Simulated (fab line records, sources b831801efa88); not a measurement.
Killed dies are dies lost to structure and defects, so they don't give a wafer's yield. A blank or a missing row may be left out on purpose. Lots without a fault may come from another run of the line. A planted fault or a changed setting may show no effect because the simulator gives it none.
fab line records | flow sky130
record lots=6 wafers=18 last_day=49
route steps=708 shown VT_ADJUST_HVTP@94 VT_ADJUST_LVTN@97 VT_ADJUST_NCORE@119 VT_ADJUST_HVTR@131 PAD_OPEN@708
lots that met no fault: from a run of the same line without faults
start_h: hours from the record's first day to the start of the lot's first wafer shown | wait_h: hours since the lot's step before | " the same as in the row above | L1.1+2: a row that stands for several wafers | - no value, or no start given | * or withheld: withheld | < > ~ a bound
route shown NAME@n: a module of which the file shows steps, and the number in the route of the first | usual: mean/standard deviation of fault-free wafers | same: alike in all rows | chamber/n: place in a boat | sites: the reading at each site | _std_site: their standard deviation | _edge_site: outer sites' mean less inner sites' | radius_mm: how far each site lies from the wafer's centre | mask NAME#n: copy n | behind: the tool/chamber that last shaped the wafer | hold: why the lot was held/for how many hours/how that ended | device: the transistor (n, p or np) that didn't switch | end of line: the same wafers' tests at the end of the route | a step without rows: its recipe alone | killed: dies lost to structure and defects at the first sort, not the wafer's yield | map: a wafer's dies, x killed, . not, _ none there
set.NAME: the setting as run; set.NAME@STEP: as run at that earlier step | model.NAME: the simulator's own value behind a step, which no gauge read
lots at some steps of the route; a table a step, a row a wafer
services: from which hour (start_h, from the record's first day; less than 0 if before it) a tool's chamber was out of use, for how many hours, and why
## steps
# step SKY_VT_ADJUST_HVTP_IMPLANT_09
# recipe species=As energy_kev=150 dose_cm2=4.3e+12 tilt_deg=withheld
# step SKY_VT_ADJUST_HVTP_STRIP_10
# recipe chemistry=O2/N2 power_w=1400 pressure_mtorr=1500 platen_temp_c=withheld o2_flow_sccm=3000 n2_flow_sccm=300 overash_fraction=0.5
# usual chamber_pressure_mTorr=1499.8/1.3 drypump_motor_current_A=5.7/0.5 oes_product_au=0.715/0.0048 strip_time_to_endpoint_s=14.19/0.038
# columns lot.wafer tool chamber start_h wait_h chamber_pressure_mTorr drypump_motor_current_A oes_product_au rf_hours_counter_h strip_time_to_endpoint_s
L181.2 plasma_asher-02 1 125.17 0.1 1497.7 6.1 0.721 32 14.15
L181.3 " 1 " " 1503.2 6.2 0.715 - 14.16
L181.4 " 0 " " 1501.2 6.3 0.724 - 14.15
L182.1 plasma_asher-02 1 131.01 0.1 1499.7 6.2 0.713 32 14.19
L182.2 " 0 " " 1498.9 6.3 0.721 32 14.19
L182.6 " 0 " " 1500.7 6.3 0.719 - 14.26
L186.2 plasma_asher-02 0 153.82 0.1 1500.0 6.3 0.705 35 14.21
L186.3 " 0 " " 1499.2 6.3 0.721 - 14.20
L186.6 " 0 " " 1498.8 6.3 0.715 - 14.21
L190.2 plasma_asher-02 0 183.61 0.1 1497.9 6.3 0.708 38 14.21
L190.3 " 1 " " 1501.9 6.2 0.718 - 14.22
L190.5 " 0 " " 1499.7 6.2 0.717 - 14.21
L199.1 plasma_asher-01 0 238.54 0.1 1499.5 5.4 0.718 56 14.18
L199.2 " 1 " " 1500.0 6.3 0.722 56 14.17
L199.4 " 1 " " 1499.6 6.2 0.725 - 14.16
L200.2 plasma_asher-04 1 241.79 0.1 1500.0 5.4 0.718 11 14.16
L200.5 " 0 " " 1501.7 5.0 0.714 - 14.21
L200.6 " 1 " " 1499.1 5.4 0.710 - 14.21
# step SKY_VT_ADJUST_HVTP_TW_MEAS_11
# usual VT_ADJUST_HVTP_TW=1345/8.1
# columns lot.wafer tool chamber start_h wait_h VT_ADJUST_HVTP_TW
L181.2 film_metro-04 - 125.28 0.1 1342
L181.3 " - " " 1345
L181.4 " - " " 1344
L182.1 film_metro-02 - 131.11 0.1 1357
L182.2 " - " " 1352
L182.6 " - " " 1350
L186.2 film_metro-01 - 153.93 0.1 1350
L186.3 " - " " 1353
L186.6 " - " " 1342
L190.2 film_metro-04 - 183.72 0.1 1342
L190.3 " - " " 1347
L190.5 " - " " 1347
L199.1 film_metro-04 - 238.64 0.1 1354
L199.2 " - " " 1351
L199.4 " - " " 1341
L200.2 film_metro-02 - 241.90 0.1 1357
L200.5 " - " " 1353
L200.6 " - " " 1352
# step SKY_VT_ADJUST_LVTN_DEHYDRATE_00
# recipe temp_c=200 time_s=60
# step SKY_VT_ADJUST_LVTN_HMDS_01
# recipe prime_time_s=60 prime_temp_c=120
# step SKY_VT_ADJUST_LVTN_COAT_02
# recipe spin_rpm=2000 resist_thk_nm=3000
# step SKY_VT_ADJUST_LVTN_SOFTBAKE_03
# recipe temp_c=110 time_s=withheld
# step SKY_VT_ADJUST_LVTN_EXPOSE_04
# recipe mask_id=NWM_COMPLEMENT_LESS_NATIVE na=0.6 source_shape=conventional sigma_outer=0.6 polarization=unpolarized target_cd_nm=840 dose_mj=194
# step SKY_VT_ADJUST_LVTN_PEB_05
# recipe temp_c=115 time_s=withheld
# step SKY_VT_ADJUST_LVTN_DEVELOP_06
# recipe wall_angle_deg=90 developer=TMAH develop_time_s=60 dev_temp_c=23
# step SKY_VT_ADJUST_LVTN_OVL_MEAS_07
# usual VT_ADJUST_LVTN_OVL=0.7/1.3
# columns lot.wafer tool chamber start_h wait_h VT_ADJUST_LVTN_OVL[nm]
L181.2 overlay-02 - 143.47 - 1.3
L181.3 " - " " 1.7
L181.4 " - " " 1.9
L182.1 overlay-02 - 149.76 - 0.2
L182.2 " - " " 0.1
L182.6 " - " " -0.3
L186.2 overlay-02 - 173.65 - -0.7
L186.3 " - " " 0.0
L186.6 " - " " -1.9
L190.2 overlay-01 - 204.22 - 1.5
L190.3 " - " " 2.7
L190.5 " - " " 3.0
L199.1 overlay-02 - 261.20 - 0.6
L199.2 " - " " 0.6
L199.4 " - " " 0.4
L200.2 overlay-01 - 264.37 - 0.8
L200.5 " - " " -0.3
L200.6 " - " " 0.2
# step SKY_VT_ADJUST_LVTN_IMPLANT_08
# recipe species=B energy_kev=30 dose_cm2=1.57e+12 tilt_deg=withheld
# step SKY_VT_ADJUST_LVTN_STRIP_09
# recipe chemistry=O2/N2 power_w=1400 pressure_mtorr=1500 platen_temp_c=withheld o2_flow_sccm=3000 n2_flow_sccm=300 overash_fraction=0.5
# usual chamber_pressure_mTorr=1499.9/1.3 drypump_motor_current_A=6.2/0.39 oes_product_au=0.723/0.0044 strip_time_to_endpoint_s=36.90/0.086
# columns lot.wafer tool chamber start_h wait_h chamber_pressure_mTorr drypump_motor_current_A oes_product_au rf_hours_counter_h strip_time_to_endpoint_s
L181.2 plasma_asher-02 1 143.65 0.1 1499.1 6.2 0.724 34 36.89
L181.3 " 0 " " 1498.9 6.3 0.719 - 36.92
L181.4 " 1 " " 1499.8 6.2 0.729 - 36.85
L182.1 plasma_asher-01 1 149.95 0.1 1500.9 6.3 0.718 47 36.95
L182.2 " 0 " " 1497.3 5.4 0.727 47 36.92
L182.6 " 1 " " 1497.1 6.3 0.720 - 36.88
L186.2 plasma_asher-01 1 173.83 0.1 1501.2 6.3 0.728 49 37.00
L186.3 " 0 " " 1501.1 5.5 0.721 - 36.92
L186.6 " 1 " " 1499.1 6.3 0.723 - 36.94
L190.2 plasma_asher-03 1 204.40 0.1 1500.4 6.8 0.716 51 36.98
L190.3 " 1 " " 1501.6 6.8 0.728 - 36.90
L190.5 " 1 " " 1501.3 6.8 0.717 - 36.90
L199.1 plasma_asher-02 1 261.39 0.1 1499.5 6.2 0.708 46 36.89
L199.2 " 0 " " 1501.3 6.3 0.721 46 36.95
L199.4 " 1 " " 1498.4 6.2 0.725 - 36.85
L200.2 plasma_asher-02 0 264.55 0.1 1499.7 6.3 0.722 46 36.87
L200.5 " 1 " " 1501.9 6.2 0.725 - 36.96
L200.6 " 0 " " 1498.9 6.3 0.722 - 36.91
# step SKY_VT_ADJUST_LVTN_TW_MEAS_10
# usual VT_ADJUST_LVTN_TW=243/3.3
# columns lot.wafer tool chamber start_h wait_h VT_ADJUST_LVTN_TW
L181.2 film_metro-03 - 143.76 0.1 247
L181.3 " - " " 246
L181.4 " - " " 246
L182.1 film_metro-02 - 150.05 0.1 241
L182.2 " - " " 239
L182.6 " - " " 239
L186.2 film_metro-03 - 173.94 0.1 245
L186.3 " - " " 245
L186.6 " - " " 246
L190.2 film_metro-03 - 204.51 0.1 247
L190.3 " - " " 246
L190.5 " - " " 247
L199.1 film_metro-04 - 261.49 0.1 236
L199.2 " - " " 237
L199.4 " - " " 237
L200.2 film_metro-02 - 264.66 0.1 243
L200.5 " - " " 243
L200.6 " - " " 243
# step SKY_VT_ADJUST_LVTN_DEHYDRATE_11
# recipe temp_c=200 time_s=60
# step SKY_VT_ADJUST_LVTN_HMDS_12
# recipe prime_time_s=60 prime_temp_c=120
# step SKY_VT_ADJUST_LVTN_COAT_13
# recipe resist=NOVOLAK spin_rpm=3000 resist_thk_nm=1140
# step SKY_VT_ADJUST_LVTN_SOFTBAKE_14
# recipe temp_c=90 time_s=60 resist=NOVOLAK
# step SKY_VT_ADJUST_LVTN_EXPOSE_15
# recipe mask_id=HVN_STD_DERIVED na=0.6 source_shape=conventional sigma_outer=0.6 polarization=unpolarized target_cd_nm=600 dose_mj=163
# step SKY_VT_ADJUST_LVTN_PEB_16
# recipe temp_c=withheld time_s=* resist=NOVOLAK
# step SKY_VT_ADJUST_LVTN_DEVELOP_17
# recipe resist=NOVOLAK developer=TMAH develop_time_s=62.06 dev_temp_c=23
# step SKY_VT_ADJUST_LVTN_OVL_MEAS_18
# usual VT_ADJUST_LVTN_01_OVL=0.2/1.3
# columns lot.wafer tool chamber start_h wait_h VT_ADJUST_LVTN_01_OVL[nm]
L181.2 overlay-02 - 164.05 0.1 -0.1
L181.3 " - " " -0.8
L181.4 " - " " 1.8
L182.1 overlay-01 - 169.90 0.1 0.0
L182.2 " - " " 0.9
L182.6 " - " " 2.1
L186.2 overlay-02 - 193.67 0.1 1.7
L186.3 " - " " 1.0
L186.6 " - " " 0.9
L190.2 overlay-01 - 226.57 0.1 -0.4
L190.3 " - " " 0.6
L190.5 " - " " -1.0
L199.1 overlay-01 - 286.15 0.1 -1.0
L199.2 " - " " -1.8
L199.4 " - " " -1.4
L200.2 overlay-01 - 288.57 0.1 1.1
L200.5 " - " " 0.1
L200.6 " - " " 0.5
# step SKY_VT_ADJUST_LVTN_IMPLANT_19
# recipe species=B energy_kev=30 dose_cm2=6.5e+11 tilt_deg=withheld
# step SKY_VT_ADJUST_LVTN_STRIP_20
# recipe chemistry=O2/N2 power_w=1400 pressure_mtorr=1500 platen_temp_c=withheld o2_flow_sccm=3000 n2_flow_sccm=300 overash_fraction=0.5
# usual chamber_pressure_mTorr=1500.0/1.2 drypump_motor_current_A=6.1/0.38 oes_product_au=0.716/0.0045 strip_time_to_endpoint_s=14.17/0.043
# columns lot.wafer tool chamber start_h wait_h chamber_pressure_mTorr drypump_motor_current_A oes_product_au rf_hours_counter_h strip_time_to_endpoint_s
L181.2 plasma_asher-02 1 164.23 0.1 1498.8 6.2 0.716 36 14.19
L181.3 " 0 " " 1501.1 6.3 0.713 - 14.20
L181.4 " 1 " " 1501.2 6.2 0.718 - 14.20
L182.1 plasma_asher-03 0 170.09 0.1 1501.1 5.7 0.711 48 14.20
L182.2 " 1 " " 1499.2 6.8 0.718 48 14.18
L182.6 " 0 " " 1499.9 5.7 0.716 - 14.20
L186.2 plasma_asher-01 0 193.85 0.1 1501.3 5.4 0.716 51 14.11
L186.3 " 1 " " 1500.8 6.2 0.727 - 14.15
L186.6 " 0 " " 1500.9 5.4 0.719 - 14.15
L190.2 plasma_asher-01 1 226.75 0.1 1499.5 6.2 0.716 55 14.10
L190.3 " 0 " " 1500.4 5.5 0.715 - 14.12
L190.5 " 1 " " 1497.5 6.2 0.721 - 14.11
L199.1 plasma_asher-02 1 286.33 0.1 1499.1 6.2 0.711 47 14.18
L199.2 " 0 " " 1499.9 6.3 0.716 47 14.21
L199.4 " 1 " " 1496.9 6.2 0.712 - 14.21
L200.2 plasma_asher-03 0 288.75 0.1 1497.2 5.7 0.714 59 14.18
L200.5 " 0 " " 1499.5 5.7 0.715 - 14.18
L200.6 " 1 " " 1500.9 6.8 0.727 - 14.12
# step SKY_VT_ADJUST_LVTN_TW_MEAS_21
# usual VT_ADJUST_LVTN_2_TW=188.2/2.3
# columns lot.wafer tool chamber start_h wait_h VT_ADJUST_LVTN_2_TW
L181.2 film_metro-02 - 164.34 0.1 187.5
L181.3 " - " " 188.0
L181.4 " - " " 186.4
L182.1 film_metro-02 - 170.19 0.1 188.6
L182.2 " - " " 187.5
L182.6 " - " " 188.1
L186.2 film_metro-02 - 193.96 0.1 188.4
L186.3 " - " " 187.1
L186.6 " - " " 188.1
L190.2 film_metro-03 - 226.86 0.1 192.4
L190.3 " - " " 191.8
L190.5 " - " " 193.1
L199.1 film_metro-04 - 286.43 0.1 187.2
L199.2 " - " " 187.3
L199.4 " - " " 187.0
L200.2 film_metro-03 - 288.86 0.1 191.1
L200.5 " - " " 191.1
L200.6 " - " " 191.7
# step SKY_VT_ADJUST_NCORE_DEHYDRATE_00
# recipe temp_c=200 time_s=60
# step SKY_VT_ADJUST_NCORE_HMDS_01
# recipe prime_time_s=60 prime_temp_c=120
# step SKY_VT_ADJUST_NCORE_COAT_02
# recipe resist=NOVOLAK spin_rpm=3000 resist_thk_nm=1140
# step SKY_VT_ADJUST_NCORE_SOFTBAKE_03
# recipe temp_c=90 time_s=60 resist=NOVOLAK
# step SKY_VT_ADJUST_NCORE_EXPOSE_04
# recipe mask_id=LVTN_COMPLEMENT_THIN na=0.6 source_shape=conventional sigma_outer=0.6 polarization=unpolarized target_cd_nm=380 dose_mj=139
# step SKY_VT_ADJUST_NCORE_PEB_05
# recipe temp_c=withheld time_s=* resist=NOVOLAK
# step SKY_VT_ADJUST_NCORE_DEVELOP_06
# recipe resist=NOVOLAK developer=TMAH develop_time_s=60 dev_temp_c=23
# step SKY_VT_ADJUST_NCORE_CD_MEAS_07
# recipe target_cd_nm=380
# usual cd_nm=380.1/2.7
# columns lot.wafer tool chamber start_h wait_h cd_nm
L181.2 cd_sem-01 - 183.77 0.1 378.1
L181.3 " - " " 378.2
L181.4 " - " " 378.4
L182.1 cd_sem-02 - 189.83 0.1 375.3
L182.2 " - " " 376.0
L182.6 " - " " 375.9
L186.2 cd_sem-01 - 216.12 0.1 377.9
L186.3 " - " " 377.7
L186.6 " - " " 378.1
L190.2 cd_sem-01 - 249.48 0.1 379.9
L190.3 " - " " 381.1
L190.5 " - " " 380.9
L199.1 cd_sem-01 - 311.58 0.1 384.4
L199.2 " - " " 381.5
L199.4 " - " " 383.1
L200.2 cd_sem-02 - 313.92 0.1 376.8
L200.5 " - " " 378.1
L200.6 " - " " 379.0
# step SKY_VT_ADJUST_NCORE_OVL_MEAS_08
# usual VT_ADJUST_NCORE_OVL=-0.3/1.4
# columns lot.wafer tool chamber start_h wait_h VT_ADJUST_NCORE_OVL[nm]
L181.2 overlay-02 - 183.87 0.1 -0.9
L181.3 " - " " -1.6
L181.4 " - " " -1.8
L182.1 overlay-01 - 189.95 0.1 -0.9
L182.2 " - " " -1.0
L182.6 " - " " -0.7
L186.2 overlay-01 - 216.22 0.1 0.3
L186.3 " - " " 1.8
L186.6 " - " " 2.2
L190.2 overlay-01 - 249.59 0.1 -1.2
L190.3 " - " " -1.3
L190.5 " - " " -0.2
L199.1 overlay-02 - 311.70 0.1 -0.1
L199.2 " - " " -0.4
L199.4 " - " " 1.7
L200.2 overlay-01 - 314.02 0.1 -2.4
L200.5 " - " " -1.6
L200.6 " - " " -3.0
# step SKY_VT_ADJUST_NCORE_IMPLANT_09
# recipe species=B energy_kev=10 dose_cm2=2.4e+12 tilt_deg=withheld
# step SKY_VT_ADJUST_NCORE_STRIP_10
# recipe chemistry=O2/N2 power_w=1400 pressure_mtorr=1500 platen_temp_c=withheld o2_flow_sccm=2881 n2_flow_sccm=300 overash_fraction=0.5
# usual chamber_pressure_mTorr=1499.9/1.4 drypump_motor_current_A=5.8/0.62 oes_product_au=0.715/0.0046 strip_time_to_endpoint_s=14.22/0.045
# columns lot.wafer tool chamber start_h wait_h chamber_pressure_mTorr drypump_motor_current_A oes_product_au rf_hours_counter_h strip_time_to_endpoint_s
L181.2 plasma_asher-02 0 184.05 0.1 1498.7 6.3 0.708 38 14.33
L181.3 " 1 " " 1502.2 6.2 0.718 - 14.33
L181.4 " 0 " " 1500.5 6.3 0.707 - 14.30
L182.1 plasma_asher-04 1 190.14 0.1 1500.6 5.4 0.716 7 14.29
L182.2 " 0 " " 1498.1 5.0 0.714 7 14.29
L182.6 " 1 " " 1500.4 5.4 0.714 - 14.27
L186.2 plasma_asher-03 1 216.40 0.1 1499.9 6.8 0.713 52 14.20
L186.3 " 0 " " 1501.6 5.7 0.710 - 14.20
L186.6 " 1 " " 1501.7 6.8 0.710 - 14.25
L190.2 plasma_asher-03 1 249.77 0.1 1500.5 6.8 0.707 55 14.21
L190.3 " 1 " " 1497.8 6.8 0.719 - 14.22
L190.5 " 1 " " 1497.9 6.8 0.713 - 14.21
L199.1 plasma_asher-04 1 311.89 0.1 1499.0 5.4 0.707 19 14.18
L199.2 " 0 " " 1499.6 5.0 0.710 19 14.15
L199.4 " 1 " " 1498.2 5.4 0.720 - 14.17
L200.2 plasma_asher-02 0 314.20 0.1 1500.0 6.3 0.716 50 14.24
L200.5 " 1 " " 1499.4 6.2 0.718 - 14.24
L200.6 " 0 " " 1502.4 6.3 0.716 - 14.26
# step SKY_VT_ADJUST_NCORE_TW_MEAS_11
# usual VT_ADJUST_NCORE_TW=218/3
# columns lot.wafer tool chamber start_h wait_h VT_ADJUST_NCORE_TW
L181.2 film_metro-04 - 184.16 0.1 217
L181.3 " - " " 217
L181.4 " - " " 218
L182.1 film_metro-01 - 190.24 0.1 216
L182.2 " - " " 217
L182.6 " - " " 217
L186.2 film_metro-01 - 216.51 0.1 215
L186.3 " - " " 217
L186.6 " - " " 216
L190.2 film_metro-04 - 249.88 0.1 216
L190.3 " - " " 217
L190.5 " - " " 216
L199.1 film_metro-01 - 311.99 0.1 217
L199.2 " - " " 217
L199.4 " - " " 217
L200.2 film_metro-03 - 314.31 0.1 223
L200.5 " - " " 225
L200.6 " - " " 223
# step SKY_VT_ADJUST_HVTR_DEHYDRATE_00
# recipe temp_c=200 time_s=60
# step SKY_VT_ADJUST_HVTR_HMDS_01
# recipe prime_time_s=60 prime_temp_c=120
# step SKY_VT_ADJUST_HVTR_COAT_02
# recipe resist=NOVOLAK spin_rpm=3000 resist_thk_nm=1140
# step SKY_VT_ADJUST_HVTR_SOFTBAKE_03
# recipe temp_c=90 time_s=60 resist=NOVOLAK
# step SKY_VT_ADJUST_HVTR_EXPOSE_04
# recipe mask_id=HVTRM target_cd_nm=380 na=0.6 source_shape=conventional sigma_outer=0.6 dose_mj=150
# step SKY_PAD_OPEN_PROBE_99
# usual killed_at_M0_to_M3=44/7.4 killed_at_M4_up=3.2/1.8 killed_at_contacts=25/5.2 killed_at_front_end=15/4.5 killed_at_other=0.2/0.43 killed_dies=87/9.6 killed_open=48/7.6 killed_short=40/5.7
# same gross_dies=492 killed_at_back_side=0
# columns lot.wafer tool chamber start_h wait_h killed_at_M0_to_M3 killed_at_M4_up killed_at_contacts killed_at_front_end killed_at_other killed_dies killed_open killed_short
L186.2 prober-02 - 1107.00 0.1 54 4 31 13 0 102 54 48
L186.3 prober-02 - 1107.05 0.2 44 2 30 13 1 90 55 35
L186.6 prober-02 - 1107.20 0.2 47 3 20 19 0 89 42 47
L190.2 prober-02 - 1137.90 0.1 49 2 14 18 1 84 43 41
L190.3 prober-02 - 1137.95 0.2 42 3 26 12 0 83 51 32
L190.5 prober-02 - 1138.05 0.2 53 3 21 18 0 95 53 42
L199.1 prober-01 - 1179.35 0.1 46 4 24 56 0 130 40 43
L199.2 prober-01 - 1179.40 0.1 59 5 36 53 0 153 59 52
L199.4 prober-01 - 1179.50 0.2 61 4 24 54 0 143 55 46
L200.2 prober-02 - 1180.56 0.1 36 1 28 61 0 126 50 32
L200.5 prober-02 - 1180.71 0.2 36 1 28 48 0 113 37 36
L200.6 prober-02 - 1180.76 0.2 42 3 17 56 0 118 38 35
# killed by level:class
L186.2 VIA2:geometric_particle:open=12 VIA1:geometric_particle:open=10 CONTACT:geometric_particle:open=9 METAL1:geometric_particle:short=9 LI_CONTACT:geometric_particle:open=7 VIA1:geometric_particle:short=6 LI_CONTACT:geometric_particle:short=5 LOCAL_INTERCONNECT:geometric_particle:short=5
L186.3 CONTACT:geometric_particle:open=15 VIA1:geometric_particle:open=13 VIA2:geometric_particle:open=9 CONTACT:geometric_particle:short=5 VIA1:geometric_particle:short=5 POLY_GATE:geometric_particle:open=4 LI_CONTACT:geometric_particle:open=4 METAL1:geometric_particle:short=4
L186.6 METAL2:geometric_particle:short=10 CONTACT:geometric_particle:open=9 VIA1:geometric_particle:open=7 VIA3:geometric_particle:short=6 FIELD_ISO:geometric_particle:short=5 VIA2:geometric_particle:open=5 CONTACT:geometric_particle:short=5 FIELD_ISO:geometric_particle:open=4
L190.2 VIA1:geometric_particle:open=13 FIELD_ISO:geometric_particle:short=8 METAL2:geometric_particle:short=6 METAL1:geometric_particle:short=6 VIA2:geometric_particle:open=6 VIA1:geometric_particle:short=5 LI_CONTACT:geometric_particle:open=5 CONTACT:geometric_particle:short=4
L190.3 VIA1:geometric_particle:open=11 CONTACT:geometric_particle:open=10 VIA2:geometric_particle:open=7 LI_CONTACT:geometric_particle:open=6 VIA3:geometric_particle:open=6 LOCAL_INTERCONNECT:geometric_particle:short=5 VIA1:geometric_particle:short=5 POLY_GATE:geometric_particle:short=4
L190.5 METAL2:geometric_particle:short=12 VIA3:geometric_particle:open=9 VIA1:geometric_particle:open=8 CONTACT:geometric_particle:open=8 POLY_GATE:geometric_particle:open=5 METAL1:geometric_particle:short=5 FIELD_ISO:geometric_particle:open=4 VIA3:geometric_particle:short=4
L199.1 VT_ADJUST_LVTN:unspecified=47 CONTACT:geometric_particle:open=11 METAL1:geometric_particle:short=9 VIA3:geometric_particle:open=7 LOCAL_INTERCONNECT:geometric_particle:short=5 METAL2:geometric_particle:short=5 VIA1:geometric_particle:open=5 LI_CONTACT:geometric_particle:open=4
L199.2 VT_ADJUST_LVTN:unspecified=42 VIA1:geometric_particle:open=12 VIA2:geometric_particle:open=11 VIA1:geometric_particle:short=10 LOCAL_INTERCONNECT:geometric_particle:short=8 LI_CONTACT:geometric_particle:open=7 CONTACT:geometric_particle:open=7 VIA3:geometric_particle:open=7
L199.4 VT_ADJUST_LVTN:unspecified=42 VIA1:geometric_particle:open=16 CONTACT:geometric_particle:open=10 VIA3:geometric_particle:short=10 METAL2:geometric_particle:short=8 VIA2:geometric_particle:open=7 LI_CONTACT:geometric_particle:open=6 LOCAL_INTERCONNECT:geometric_particle:short=5
L200.2 VT_ADJUST_LVTN:unspecified=44 CONTACT:geometric_particle:open=10 VIA1:geometric_particle:short=9 VIA1:geometric_particle:open=8 LI_CONTACT:geometric_particle:open=7 LOCAL_INTERCONNECT:geometric_particle:short=6 POLY_GATE:geometric_particle:open=5 VIA2:geometric_particle:open=5
L200.5 VT_ADJUST_LVTN:unspecified=40 CONTACT:geometric_particle:open=8 VIA1:geometric_particle:open=8 CONTACT:geometric_particle:short=6 LI_CONTACT:geometric_particle:short=5 LI_CONTACT:geometric_particle:open=5 FIELD_ISO:geometric_particle:short=4 METAL1:geometric_particle:short=4
L200.6 VT_ADJUST_LVTN:unspecified=45 VIA1:geometric_particle:open=13 VIA3:geometric_particle:open=10 CONTACT:geometric_particle:open=6 POLY_GATE:geometric_particle:short=5 VIA3:geometric_particle:short=4 LI_CONTACT:geometric_particle:open=4 LI_CONTACT:geometric_particle:short=3
# map L199.2 (x killed, . not)
__________...x....xx_________
________x.....x.xxx..._______
______..........x..x..x._____
_____.......x..........x.____
____.....x....xx..xx......___
___.x.x.x.xxx.xx.x..xx....x__
__...x..x..x..x......x....x._
_.....xxx.x....xxx.x.x....x.x
_..x.x........x.x.xx...x.x...
_.x.x.xxx.........xx...x.....
_xxxxx......x..............x.
_xxxxxxxx......x..x.xx.......
_xxxxxxx.xx.x.x.x......x..x..
_xxxxxxxx..x..x.........x....
_xxxxxxxx.x.......x..........
__xxxxxxx..xx.........x....._
___xxxx.x.x..x.......x.....__
____x...x.xx...x........x.___
_____.xx......x.x..x...x.____
______x..x.............._____
________.........x...x_______
__________.xx......._________
# map L200.2 (x killed, . not)
__________.xx......._________
________....x......x.._______
______..x.......x......._____
_____x.x.x............x..____
____.x..........xx....x..x___
___..........x..x...xxx....__
__x.............x...x......._
_.........x................x.
_......x.........x.....xxxx..
_.....x.x....................
_xxxxxx.x.....xx.............
_.xx.xxxxx.x.........x.....xx
_xxxxxxxx...xx..xx..x......x.
_xxxxxxxxxx.x.x..xx.......xx.
_xxxxxxxx....x..x.x..x......x
__xxxxxxx..x.......x........_
___xxxxx...x...............__
____.........x..x..x......___
_____.....x......x.....xx____
______.....x...x..x....._____
________.....x..xx.x.._______
__________...x......_________
## services
# columns tool chamber start_h hours kind
plasma_asher-04 - 108.80 9.0 pm
plasma_asher-04 0 108.80 9.0 vent_cycle
plasma_asher-04 1 108.80 9.0 vent_cycle
plasma_asher-02 - 115.13 4.0 pm
plasma_asher-04 0 117.80 - clean
plasma_asher-04 1 117.80 - clean
plasma_asher-01 - 169.70 1.8 repair
plasma_asher-04 - 199.24 2.8 pm
plasma_asher-04 - 217.45 0.4 repair
plasma_asher-03 - 226.55 4.0 repair
plasma_asher-03 - 245.89 2.5 repair
plasma_asher-01 - 261.90 2.4 repair
plasma_asher-03 - 269.32 1.4 repair
plasma_asher-02 - 272.30 10.8 repair
plasma_asher-03 - 314.18 2.8 pm
## key
first_sign step=SKY_PAD_OPEN_PROBE_99 reading=killed_at_front_end direction=up sigmas=8.7 usual=15 struck=55
effect step=SKY_PAD_OPEN_PROBE_99 reading=killed_dies direction=up sigmas=4.5 usual=87 struck=130
met_at SKY_VT_ADJUST_LVTN_STRIP_09
struck_wafers L199.1,L199.2,L199.4,L200.2,L200.5,L200.6
tester_left_out L199,L200
onset_between 143.65 261.39
also_fits time
fault kind=chamber_particle_source tool=plasma_asher-02 chamber=- onset_h=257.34 steps=SKY_VT_ADJUST_LVTN_STRIP_09 rate_per_visit_cm2=0.72849 end_h=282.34
# tester_left_out: of these lots the tester's yield and bins aren't shown, on N5 and GAA mostly nor the transistor test; their killed dies are dies lost to structure and defects alone, not to doping, threshold or leakage, so they don't give the yield
